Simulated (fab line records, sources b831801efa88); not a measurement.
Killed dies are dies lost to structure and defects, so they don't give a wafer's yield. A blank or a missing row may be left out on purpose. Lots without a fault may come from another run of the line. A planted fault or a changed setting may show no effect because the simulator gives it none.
A struck lot beside a sound one | flow sky130 | 16 steps out of a route of 708
Sound: wafers L913.2, L913.4, L913.6. Struck: wafer L927.6. (L927.2, L927.3 of the same lot were not struck and are left out.) The cause comes at the end.
At each step with rows: each side's tool, then ch and its chambers, then its first start. Under that, the readings that differ: sound wafers | struck wafers | difference of the means | sigmas: that difference in standard deviations of wafers without a fault.
alike: readings whose means differ by less than 2 such deviations, and words and numbers that are the same on both sides. not compared: withheld readings, readings that some wafer has no value for, bounds like >300 that may hide the same value, and numbers for which the record gives no deviation and whose values overlap.
The two part at a step that has a row with sigmas, a row that says differs or no value, or rows on one side only. Numbers that don't overlap but have no deviation are shown without sigmas and don't part them. A reading that every wafer of one side lacks parts them only if that side has two wafers or more.

SKY_VIA2_CMP_02: polishes SiO2.
  sound on cmp-02 ch 0,3, day 34 16:53; struck on cmp-01 ch 2, day 39 10:53
  alike: edge_zone_pressure_frac, motor_current_A
SKY_VIA2_BOW_MEAS_03:
  sound on film_metro-02, day 34 17:12; struck on film_metro-04, day 39 11:10
  alike: VIA2_BOW
then, 8 steps without rows for these wafers: SKY_VIA2_DEHYDRATE_04 (time 60 s); SKY_VIA2_HMDS_05 (prime time 60 s); SKY_VIA2_COAT_06 (resist thk 60 nm); SKY_VIA2_COAT_07 (resist thk 450 nm); SKY_VIA2_SOFTBAKE_08 (time 90 s); SKY_VIA2_EXPOSE_09 (exposes mask VIM2, target cd 200 nm); SKY_VIA2_PEB_10; SKY_VIA2_DEVELOP_11 (develop time 60 s).
SKY_VIA2_CD_MEAS_12: target cd 200 nm.
  sound on cd_sem-02, day 35 19:42; struck on cd_sem-01, day 40 11:38
  alike: cd_nm
SKY_VIA2_OVL_MEAS_13:
  sound on overlay-01, day 35 19:49; struck on overlay-02, day 40 11:45
  alike: VIA2_OVL
SKY_VIA2_ETCH_14: etches BARC in N2/H2, stops on SiO2, time 45.9 s, target depth 60 nm.
  sound on rie_diel-02 ch 1,2, day 35 19:50; struck on rie_diel-03 ch 3, day 40 11:47
  reading                                     | sound             | struck | difference | sigmas
  oes_product_au (a.u.)                       | 0.842 0.848 0.851 | 0.994  | +0.147     | +30
  run_length_s (s)                            | 74.7 74.1 74.0    | 65.8   | -8.5       | -14
  model.KrF-thick_of_VIA2_COAT_07.thk_nm (nm) | 396.4 394.7 396.3 | 402.2  | +6.4       |
  alike: drypump_motor_current_A, n2_flow_sccm, throttle_valve_pct
  not compared: rf_hours_counter_h
SKY_VIA2_ETCH_15: etches SiO2 in C4F8/O2/Ar, stops on TiN, target depth 546 nm, time 84 s.
  sound on rie_diel-02 ch 1,2, day 35 19:53; struck on rie_diel-03 ch 3, day 40 11:49
  reading                                     | sound         | struck | difference | sigmas
  model.KrF-thick_of_VIA2_COAT_07.thk_nm (nm) | 287 284.7 287 | 292.5  | +6.3       |
  alike: oes_product_au, run_length_s
  not compared: rf_hours_counter_h
SKY_VIA2_STRIP_16: strips in O2/N2.
  sound on plasma_asher-02 ch 0,1, day 35 19:56; struck on plasma_asher-02 ch 0, day 40 11:53
  reading                      | sound             | struck | difference | sigmas
  strip_time_to_endpoint_s (s) | 4.085 4.064 4.086 | 4.142  | +0.064     | +3
  alike: drypump_motor_current_A, n2_flow_sccm, oes_product_au
  not compared: rf_hours_counter_h
then, 1 step without rows for these wafers: SKY_VIA2_STRIP_17 (strips in post etch residue remover, time 1200 s).

WHERE THEY PART
First at SKY_VIA2_ETCH_14; last, within this record, at SKY_VIA2_STRIP_16.

WHY: what the simulator had put in
Process parameter drift: rie_diel-03, from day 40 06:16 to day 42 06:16, at SKY_VIA2_ETCH_14. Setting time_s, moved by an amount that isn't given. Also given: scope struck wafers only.
